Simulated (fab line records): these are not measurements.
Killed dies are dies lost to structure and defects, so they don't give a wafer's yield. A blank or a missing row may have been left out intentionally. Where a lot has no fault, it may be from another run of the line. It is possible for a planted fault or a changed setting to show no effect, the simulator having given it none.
Check of tool commonality | flow sky130 | 54 wafers sampled across 15 lots

## WHAT PROMPTED THE OPENING
Of 15 lots, 3 have the reading LDD_LDN_TW flagged at SKY_LDD_LDN_TW_MEAS_13. Fault-free wafers read 1483, with a standard deviation of 17.
Rule: a lot gets a flag if all its wafers with a number sit over 4 standard deviations from that mean, or if no wafer of it has a number. All remaining lots are regarded as sound.

lot  | measured     | on            | LDD_LDN_TW, wafer by wafer    | flag
L424 | day 23 09:50 | film_metro-03 | 1499 1498 1502                |
L427 | day 24 18:07 | film_metro-03 | 1503 1498 1486                |
L428 | day 24 19:11 | film_metro-03 | 1497 1502 1501                |
L430 | day 26 03:47 | film_metro-03 | 1507 1498 1505                |
L431 | day 26 08:40 | film_metro-03 | 1501 1500 1509                |
L432 | day 26 15:13 | film_metro-03 | 1375 1381 1383 1381 1374 1380 | FLAGGED
L433 | day 26 19:20 | film_metro-04 | 1353 1356 1354 1340 1345 1356 | FLAGGED
L434 | day 27 07:55 | film_metro-04 | 1349 1354 1347 1345 1363 1346 | FLAGGED
L438 | day 28 14:11 | film_metro-01 | 1473 1476 1476                |
L439 | day 29 00:25 | film_metro-04 | 1473 1469 1467                |
L440 | day 29 01:55 | film_metro-04 | 1456 1465 1466                |
L442 | day 30 00:44 | film_metro-03 | 1504 1498 1496                |
L441 | day 30 04:40 | film_metro-01 | 1488 1487 1488                |
L444 | day 30 12:22 | film_metro-04 | 1470 1455 1461                |
L445 | day 30 17:41 | film_metro-04 | 1458 1461 1461                |
Average over the flagged lots: 1360; offset from the usual -123, equal to -7 standard deviations.

## WHICH TOOL RAN EACH LOT
The record holds 1 process step before the reading, out of a route of 708 steps. Read each cell as the tool, then ch plus the chambers that the sampled wafers visited, then the start.
lot  | flag    | SKY_LDD_LDN_IMPLANT_11
L424 |         | implanter-03 ch 0, day 23 09:35
L427 |         | implanter-01 ch 0, day 24 17:53
L428 |         | implanter-04 ch 0, day 24 18:57
L430 |         | implanter-01 ch 0, day 26 03:33
L431 |         | implanter-03 ch 0, day 26 08:26
L432 | FLAGGED | implanter-04, day 26 14:59
L433 | FLAGGED | implanter-03, day 26 19:05
L434 | FLAGGED | implanter-01, day 27 07:40
L438 |         | implanter-01 ch 0, day 28 13:57
L439 |         | implanter-01 ch 0, day 29 00:11
L440 |         | implanter-01 ch 0, day 29 01:40
L442 |         | implanter-03 ch 0, day 30 00:30
L441 |         | implanter-01 ch 0, day 30 04:27
L444 |         | implanter-04 ch 0, day 30 12:09
L445 |         | implanter-01 ch 0, day 30 17:28
What is done by these steps:
- SKY_LDD_LDN_IMPLANT_11
- SKY_LDD_LDN_TW_MEAS_13

## FLAGGED AGAINST TOTAL, ONE TOOL AT A TIME (gauges that did the reading follow at the end)
step                   | tool          | lots run | flagged | share of the flagged lots | sound lots run after its first flagged lot
SKY_LDD_LDN_IMPLANT_11 | implanter-01  | 8        | 1       | some                      | 5 (L438,L439,L440,L441,L445)
SKY_LDD_LDN_IMPLANT_11 | implanter-03  | 4        | 1       | some                      | 1 (L442)
SKY_LDD_LDN_IMPLANT_11 | implanter-04  | 3        | 1       | some                      | 1 (L444)
SKY_LDD_LDN_TW_MEAS_13 | film_metro-01 | 2        | 0       | none                      | -
SKY_LDD_LDN_TW_MEAS_13 | film_metro-03 | 7        | 1       | some                      | 1 (L442)
SKY_LDD_LDN_TW_MEAS_13 | film_metro-04 | 6        | 2       | some                      | 4 (L439,L440,L444,L445)

## WHAT IS ALLOWED BY THE TABLE
No row of the table ran every flagged lot.

## WHAT WAS PUT IN BY THE SIMULATOR
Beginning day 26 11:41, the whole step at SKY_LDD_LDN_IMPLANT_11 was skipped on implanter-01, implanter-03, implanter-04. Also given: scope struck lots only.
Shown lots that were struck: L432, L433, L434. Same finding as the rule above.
